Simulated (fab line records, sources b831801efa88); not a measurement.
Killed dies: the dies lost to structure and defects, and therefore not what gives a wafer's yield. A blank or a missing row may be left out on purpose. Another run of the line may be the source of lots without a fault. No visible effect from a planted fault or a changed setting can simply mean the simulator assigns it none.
A lot that was struck, set against a sound lot ; flow sky130 ; 18 steps out of a route of 708
Sound: the wafers L394.1, L394.5, L394.6. Struck: wafer L403.5. (L403.1, L403.6 of the same lot were not struck and are left out.) The cause comes at the end.
Order at every step that has rows: each side's tool, ch and its chambers, its first start. Under that, the readings that differ: sound wafers ; struck wafers ; difference of the means ; sigmas: that difference in standard deviations of wafers without a fault.
alike: words and numbers the same on both sides, and readings whose means are apart by under 2 such deviations; not compared: readings that were withheld, readings missing a value for some wafer, numbers with overlapping values and no deviation given by the record, and bounds like >300 which may hide the same value.
A row with sigmas, a row that says differs or no value, or rows on one side alone: a step with any of these is where the two part. Numbers that have no deviation but don't overlap get no sigmas and don't part them. Lack of a reading on every wafer of one side parts them only where that side has two or more wafers.

first, 1 step without rows for these wafers: SKY_FIELD_ISO_DEVELOP_12 (develop time 60 s).
SKY_FIELD_ISO_CD_MEAS_13 targets a cd of 150 nm.
  sound on cd-sem-02 at day 3 02:11; struck on cd-sem-01 at day 5 00:17
  alike: cd-nm
SKY_FIELD_ISO_ETCH_14: etches BARC in N2/H2, stops on SiO2, time 45.9 s, target depth 60 nm.
  sound on rie-diel-04 ch 0,3, day 3 02:18; struck on rie-diel-02 ch 2, day 5 00:24
  alike: drypump-motor-current-A, oes-product-au, throttle-valve-pct
  not compared: rf-hours-counter-h
SKY_FIELD_ISO_ETCH_15: etches the open film in CHF3/O2, stops on Si, target depth 180 nm, time 72 s.
  sound on rie-diel-04 ch 0,3, day 3 02:21; struck on rie-diel-02 ch 2, day 5 00:27
  alike: drypump-motor-current-A, oes-product-au, throttle-valve-pct
  not compared: rf-hours-counter-h
SKY_FIELD_ISO_STRIP_16: strips in O2/N2.
  sound on plasma-asher-01 ch 0,1, day 3 02:24; struck on plasma-asher-01 ch 1, day 5 00:30
reading;sound;struck;difference;sigmas
drypump-motor-current-A (A);4.9 4.9 6.3;6.4;+1.0;+2
  alike: oes-product-au, strip-time-to-endpoint-s
  not compared: rf-hours-counter-h
SKY_FIELD_ISO_ETCH_17: etches Si in HBr/Cl2/O2, target depth 342 nm, time 97.7 s.
  sound on rie-si-02 ch 0,1, day 3 02:30; struck on rie-si-01 ch 0, day 5 00:36
  alike: drypump-motor-current-A, oes-product-au, throttle-valve-pct
  not compared: rf-hours-counter-h
then, 5 steps without rows for these wafers: SKY_FIELD_ISO_WET_ETCH_18 (etches Si3N4 in H3PO4, target depth 25 nm, time 286 s); SKY_FIELD_ISO_CLEAN_19 (cleans in SC1/SC2, time 150 s); SKY_FIELD_ISO_CLEAN_20 (cleans in dHF, time 20 s); SKY_FIELD_ISO_WET_ETCH_21 (etches SiO2 in dHF, target depth 20 nm, time 400 s); SKY_FIELD_ISO_OXIDATION_22 (stabilise 600 s, purge 300 s, target thk 10 nm).
SKY_FIELD_ISO_THK_MEAS_23:
  sound on film-metro-01 at day 3 05:11; struck on film-metro-02 at day 5 03:49
  alike: FIELD_ISO_OXIDATION_01_THK
SKY_FIELD_ISO_CVD_24: deposits SiO2, target thk 595 nm, time 99.2 s.
  sound on hdpcvd-01 ch 0,1,2, day 3 05:14; struck on hdpcvd-01 ch 1, day 5 03:53
reading;sound;struck;difference;sigmas
model.SiO2_of_FIELD_ISO_CVD_24.thk-nm (nm);594.2 596.3 596.7;709.2;+113.5;
SKY_FIELD_ISO_THK_MEAS_25:
  sound on film-metro-01 at day 3 05:19; struck on film-metro-04 at day 5 03:57
reading;sound;struck;difference;sigmas
FIELD_ISO_CVD_24_THK (nm);594 596 596;709;+114;+20
then, 1 step without rows for these wafers: SKY_FIELD_ISO_ANNEAL_26 (time 1800 s).
SKY_FIELD_ISO_CMP_27: polishes, stops on Si3N4, t overpolish 16 s, target thk 457.8 nm.
  sound on cmp-02 ch 0,1,2, day 3 07:10; struck on cmp-02 ch 0, day 5 05:41
reading;sound;struck;difference;sigmas
time-to-endpoint-s (s);106 114 114;129;+18;+5
  alike: motor-current-A, retaining-ring-pressure-frac
then, 2 steps without rows for these wafers: SKY_FIELD_ISO_WET_ETCH_28 (etches SiO2 in dHF, target depth 23.7 nm, time 47 s); SKY_PAD_OPEN_PROBE_99.

## WHERE THEY PART
First at SKY_FIELD_ISO_STRIP_16; last, within this record, at SKY_FIELD_ISO_CMP_27.

WHY: what the simulator had put in
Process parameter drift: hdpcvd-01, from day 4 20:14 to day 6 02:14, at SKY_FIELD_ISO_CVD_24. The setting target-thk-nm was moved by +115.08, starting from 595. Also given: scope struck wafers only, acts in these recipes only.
